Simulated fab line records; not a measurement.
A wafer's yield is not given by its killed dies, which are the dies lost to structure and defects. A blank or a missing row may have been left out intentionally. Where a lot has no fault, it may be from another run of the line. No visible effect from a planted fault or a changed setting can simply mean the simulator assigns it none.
Check for tools in common / flow gf180mcu / 13 lots and 39 wafers in the sample

## WHAT PROMPTED THE OPENING
On 1 of the 13 lots, a flag is raised at GF_HV_LDD_CD_MEAS_07 on the reading cd_nm. Wafers without a fault read 400.1 nm, standard deviation 2.6.
Rule: flag the lot when none of its wafers has a number, or when each of its wafers that has one lies beyond 4 standard deviations from that mean. All remaining lots are regarded as sound.

lot=L711; measured=day 10 02:59; on=cd_sem-01; cd_nm (nm), wafer by wafer=399.4 398.6 398.1; flag=
lot=L714; measured=day 10 22:56; on=cd_sem-02; cd_nm (nm), wafer by wafer=402.2 404.4 404.4; flag=
lot=L715; measured=day 11 08:59; on=cd_sem-01; cd_nm (nm), wafer by wafer=397.1 396.8 398.2; flag=
lot=L716; measured=day 11 13:02; on=cd_sem-01; cd_nm (nm), wafer by wafer=397.6 397.4 398.4; flag=
lot=L717; measured=day 12 00:11; on=cd_sem-02; cd_nm (nm), wafer by wafer=324.4 322.1 323.0; flag=FLAGGED
lot=L727; measured=day 15 03:01; on=cd_sem-02; cd_nm (nm), wafer by wafer=399.8 399.1 398.0; flag=
lot=L729; measured=day 15 19:37; on=cd_sem-02; cd_nm (nm), wafer by wafer=392.3 394.0 395.1; flag=
lot=L728; measured=day 15 21:29; on=cd_sem-02; cd_nm (nm), wafer by wafer=402.4 402.1 402.0; flag=
lot=L730; measured=day 16 02:38; on=cd_sem-01; cd_nm (nm), wafer by wafer=400.0 399.2 398.6; flag=
lot=L731; measured=day 16 10:21; on=cd_sem-02; cd_nm (nm), wafer by wafer=398.5 398.1 398.9; flag=
lot=L732; measured=day 16 16:49; on=cd_sem-01; cd_nm (nm), wafer by wafer=399.1 400.8 399.3; flag=
lot=L733; measured=day 17 04:52; on=cd_sem-01; cd_nm (nm), wafer by wafer=403.1 401.0 400.6; flag=
lot=L734; measured=day 17 09:29; on=cd_sem-01; cd_nm (nm), wafer by wafer=404.0 401.4 401.7; flag=
Average over the flagged lots: 323.2 nm; offset from the usual -76.9 nm, equal to -30 standard deviations.

## TOOL THAT RAN EACH LOT
The record holds 1 process step before the reading, out of a route of 602 steps. Every cell lists first the tool, next ch and the chambers used by the sampled wafers, and last the start.
lot=L711; flag=; GF_HV_LDD_EXPOSE_04=iline_stepper-01 ch 0, day 9 18:38
lot=L714; flag=; GF_HV_LDD_EXPOSE_04=iline_stepper-01 ch 0, day 10 14:07
lot=L715; flag=; GF_HV_LDD_EXPOSE_04=iline_stepper-01 ch 0, day 10 23:19
lot=L716; flag=; GF_HV_LDD_EXPOSE_04=iline_stepper-02 ch 0, day 11 05:02
lot=L717; flag=FLAGGED; GF_HV_LDD_EXPOSE_04=iline_stepper-01 ch 0, day 11 14:40
lot=L727; flag=; GF_HV_LDD_EXPOSE_04=iline_stepper-01 ch 0, day 14 17:08
lot=L729; flag=; GF_HV_LDD_EXPOSE_04=iline_stepper-01 ch 0, day 15 08:25
lot=L728; flag=; GF_HV_LDD_EXPOSE_04=iline_stepper-01 ch 0, day 15 09:44
lot=L730; flag=; GF_HV_LDD_EXPOSE_04=iline_stepper-02 ch 0, day 15 15:52
lot=L731; flag=; GF_HV_LDD_EXPOSE_04=iline_stepper-01 ch 0, day 15 23:09
lot=L732; flag=; GF_HV_LDD_EXPOSE_04=iline_stepper-02 ch 0, day 16 05:14
lot=L733; flag=; GF_HV_LDD_EXPOSE_04=iline_stepper-01 ch 0, day 16 17:51
lot=L734; flag=; GF_HV_LDD_EXPOSE_04=iline_stepper-02 ch 0, day 16 22:19
What the steps here do:
- GF_HV_LDD_EXPOSE_04: exposes mask Nplus LV AREA, target cd 400 nm.
- GF_HV_LDD_CD_MEAS_07: target cd 400 nm.

## FLAGGED OVER TOTAL, TOOL BY TOOL (the gauges that took the reading come last)
step=GF_HV_LDD_EXPOSE_04; tool=iline_stepper-01; lots run=9; flagged=1; share of the flagged lots=all; sound lots run after its first flagged lot=5 (L727,L729,L728,L731,L733)
step=GF_HV_LDD_EXPOSE_04; tool=iline_stepper-02; lots run=4; flagged=0; share of the flagged lots=none; sound lots run after its first flagged lot=-
step=GF_HV_LDD_CD_MEAS_07; tool=cd_sem-01; lots run=7; flagged=0; share of the flagged lots=none; sound lots run after its first flagged lot=-
step=GF_HV_LDD_CD_MEAS_07; tool=cd_sem-02; lots run=6; flagged=1; share of the flagged lots=all; sound lots run after its first flagged lot=4 (L727,L729,L728,L731)

## WHAT THE TABLE PERMITS
Table rows that saw every flagged lot: 2, namely iline_stepper-01 at GF_HV_LDD_EXPOSE_04 and cd_sem-02 at GF_HV_LDD_CD_MEAS_07.
- iline_stepper-01 at GF_HV_LDD_EXPOSE_04: 1 of its 9 lots flagged. Sound lots followed the first flagged one (L727, L729, L728, L731, L733) on it, something a lasting fault affecting the whole tool could not allow.
- cd_sem-02 at GF_HV_LDD_CD_MEAS_07: 1 of its 6 lots flagged. Sound lots followed the first flagged one (L727, L729, L728, L731) on it, something a lasting fault affecting the whole tool could not allow.
None of the table's rows ran every flagged lot and, after the first, no sound lot.

## WHAT THE SIMULATOR HAD PUT IN
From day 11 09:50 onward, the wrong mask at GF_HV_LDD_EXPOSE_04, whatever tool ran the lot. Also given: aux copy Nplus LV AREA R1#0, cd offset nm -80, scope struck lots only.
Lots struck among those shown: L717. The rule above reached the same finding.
